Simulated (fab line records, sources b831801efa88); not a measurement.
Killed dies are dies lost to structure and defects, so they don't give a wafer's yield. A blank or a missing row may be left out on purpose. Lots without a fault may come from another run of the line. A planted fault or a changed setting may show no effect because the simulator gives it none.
Problem report in the 8D (eight disciplines) form, filled by code | flow sky130 | the parts of the form that need people (team, actions taken, sign-off) are left out

1. THE PROBLEM
VIA4_W_RS at SKY_VIA4_RS_MEAS_19 reads a mean of 0.1634 ohm/sq on 1 wafer of 1 lot; wafers without a fault read 0.2267 ohm/sq with a standard deviation of 0.0023. That is -28 standard deviations from the usual mean.
The step: measures by four-point-probe.
First seen on wafer L848.4, day 44 20:17, on film_metro-01. The record holds 26 wafers of 9 lots with a number at this step. Rule for "out", or "out of limits": more than 4 standard deviations from the usual mean. The other wafers with a number count as sound.

2. WHAT IT IS AND WHAT IT IS NOT
question                    | is                | is not
which readings at this step | VIA4_W_RS         | -
which lots                  | L848              | L841, L843, L853, L857, L861, L862, L863, L864
which wafers of those lots  | L848.4            | L848.2
read on which gauges        | film_metro-01     | film_metro-02, film_metro-03
when                        | from day 44 20:17 | up to then (7 sound wafers); but 18 sound wafers of L853, L857, L861, L862, L863, L864 came after

3. SUSPECTS, AND WHAT RULES EACH OUT
Counting: a tool at a process step up to the reading stays a suspect if it ran every lot that is out. Sound lots after the first of them don't rule it out here, since some wafers of a struck lot are sound.
- the gauge at SKY_VIA4_RS_MEAS_19: ruled out. All the wafers that are out were read on film_metro-01, but those of them that SKY_VIA4_CMP_21 has rows for are out there too, on other tools.
- pvd_sputter-01 at SKY_METAL2_SPUTTER_01 (material TiN, target thk 20 nm, time 16.7 s): kept. It ran the lot that is out, L848 (day 36 09:15).
- cvd_w-02 at SKY_VIA4_CVD_18 (deposits W, target thk 505 nm, time 152.14 s): kept. It ran the lot that is out, L848 (day 44 20:07); its last sound lot up to then is L843 (day 43 09:25).
Left after counting: pvd_sputter-01 at SKY_METAL2_SPUTTER_01, cvd_w-02 at SKY_VIA4_CVD_18.

4. THE CAUSE (what the simulator had put in)
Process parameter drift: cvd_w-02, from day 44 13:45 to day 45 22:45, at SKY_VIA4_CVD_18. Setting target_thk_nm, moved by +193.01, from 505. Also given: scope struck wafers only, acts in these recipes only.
Counting left 2 suspects, and this tool is among them.

5. THE CHAIN OF EFFECTS, in route order
Each row: a reading whose mean over the struck wafers that have a number lies more than 3 standard deviations from the usual. Only readings for which the record gives a usual standard deviation are gone through. hours: the time from each lot's start at the first step in this table that gives one to its start at this step, as a median over the lots. sigmas: the change in usual standard deviations.
hours | step                 | reading            | usual         | on struck wafers | change  | sigmas
0     | SKY_VIA4_RS_MEAS_19  | VIA4_W_RS          | 0.2267 ohm/sq | 0.1634           | -0.0633 | -28
0     | SKY_VIA4_THK_MEAS_20 | VIA4_W_THK         | 506 nm        | 710              | +204    | +27
0     | SKY_VIA4_CMP_21      | time_to_endpoint_s | 121 s         | 171              | +50     | +11
The process steps in it:
- SKY_VIA4_CMP_21: polishes, stops on SiO2, t overpolish 25 s, target thk 0 nm.

6. WHAT WOULD HAVE CAUGHT IT SOONER
In this record the first reading out of limits at a measuring or inspecting step was taken at day 44 20:17, 7 hours after the fault began at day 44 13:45.
Of the tool readings at SKY_VIA4_CVD_18 for which the record gives a usual standard deviation, none was out on any struck wafer, so an alarm limit of 4 standard deviations on them would not have fired.
All the lots that are out (1) had begun SKY_VIA4_CVD_18 on cvd_w-02 by day 44 20:17. A hold on the tool at that time would have spared none of them.
